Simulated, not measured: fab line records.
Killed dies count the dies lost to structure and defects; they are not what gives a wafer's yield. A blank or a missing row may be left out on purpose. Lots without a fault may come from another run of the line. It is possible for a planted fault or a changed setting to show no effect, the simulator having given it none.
Matching of chambers / flow gf180mcu / cmp-02 running GF_V4_CMP_04: 3 sister chambers
The step polishes SiO2. 14 wafers are shown with their chamber, then 5 later ones without.

EACH WAFER AND ITS CHAMBER
wafer=L564.4; chamber=2; motorCurrentA (A)=13.0; timeToEndpointS (s)=85; slurryFlowMlMin=149.6
wafer=L564.5; chamber=2; motorCurrentA (A)=13.3; timeToEndpointS (s)=79; slurryFlowMlMin=149.0
wafer=L564.6; chamber=3; motorCurrentA (A)=12.0; timeToEndpointS (s)=87; slurryFlowMlMin=150.4
wafer=L575.1; chamber=2; motorCurrentA (A)=13.2; timeToEndpointS (s)=77; slurryFlowMlMin=149.9
wafer=L575.5; chamber=1; motorCurrentA (A)=12.6; timeToEndpointS (s)=79; slurryFlowMlMin=149.8
wafer=L575.6; chamber=2; motorCurrentA (A)=13.8; timeToEndpointS (s)=79; slurryFlowMlMin=150.2
wafer=L579.1; chamber=3; motorCurrentA (A)=12.2; timeToEndpointS (s)=84; slurryFlowMlMin=148.8
wafer=L579.3; chamber=2; motorCurrentA (A)=14.0; timeToEndpointS (s)=80; slurryFlowMlMin=149.8
wafer=L579.6; chamber=1; motorCurrentA (A)=13.1; timeToEndpointS (s)=83; slurryFlowMlMin=150.1
wafer=L582.2; chamber=3; motorCurrentA (A)=12.6; timeToEndpointS (s)=80; slurryFlowMlMin=150.4
wafer=L582.5; chamber=1; motorCurrentA (A)=13.4; timeToEndpointS (s)=87; slurryFlowMlMin=149.8
wafer=L582.6; chamber=2; motorCurrentA (A)=12.9; timeToEndpointS (s)=86; slurryFlowMlMin=150.6
wafer=L583.2; chamber=2; motorCurrentA (A)=13.2; timeToEndpointS (s)=78; slurryFlowMlMin=149.7
wafer=L583.3; chamber=1; motorCurrentA (A)=13.4; timeToEndpointS (s)=77; slurryFlowMlMin=149.9

SIGNATURES, as means of the wafers listed above
reading=motorCurrentA; chamber 1=13.125; chamber 2=13.343; chamber 3=12.267; scatter within a chamber=0.383
reading=timeToEndpointS; chamber 1=81.50; chamber 2=80.57; chamber 3=83.67; scatter within a chamber=3.78
reading=slurryFlowMlMin; chamber 1=149.900; chamber 2=149.829; chamber 3=149.867; scatter within a chamber=0.544
Rule: distance of a wafer from a chamber = root of the sum over the readings of ((wafer's reading minus chamber's mean) / reading's scatter) squared. If the next closest chamber is less than 2 further off than the closest, the wafer can't be placed; otherwise it belongs to the closest. The scatter is the square root of a quotient: the sum, over the shown wafers, of each reading's squared deviation from its chamber's mean, divided by wafers minus chambers.

WAFERS WITHOUT THEIR CHAMBER
wafer=L583.6; motorCurrentA (A)=13.5; timeToEndpointS (s)=79; slurryFlowMlMin=150.3
wafer=L585.4; motorCurrentA (A)=13.0; timeToEndpointS (s)=84; slurryFlowMlMin=149.3
wafer=L585.6; motorCurrentA (A)=12.3; timeToEndpointS (s)=89; slurryFlowMlMin=149.7
wafer=L587.3; motorCurrentA (A)=12.0; timeToEndpointS (s)=77; slurryFlowMlMin=150.3
wafer=L587.5; motorCurrentA (A)=13.9; timeToEndpointS (s)=81; slurryFlowMlMin=149.9

EACH ONE'S CHAMBER
wafer=L583.6; from the rows above=can't be placed: 2 or 1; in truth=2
wafer=L585.4; from the rows above=can't be placed: 1 or 2 or 3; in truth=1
wafer=L585.6; from the rows above=can't be placed: 3 or 1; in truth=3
wafer=L587.3; from the rows above=can't be placed: 3 or 1 or 2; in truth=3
wafer=L587.5; from the rows above=can't be placed: 2 or 1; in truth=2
Correct placement for 0 of the 5. Cannot be placed on the basis of these rows: 5; the candidates contain the true chamber in 5. Number placed wrongly: 0.
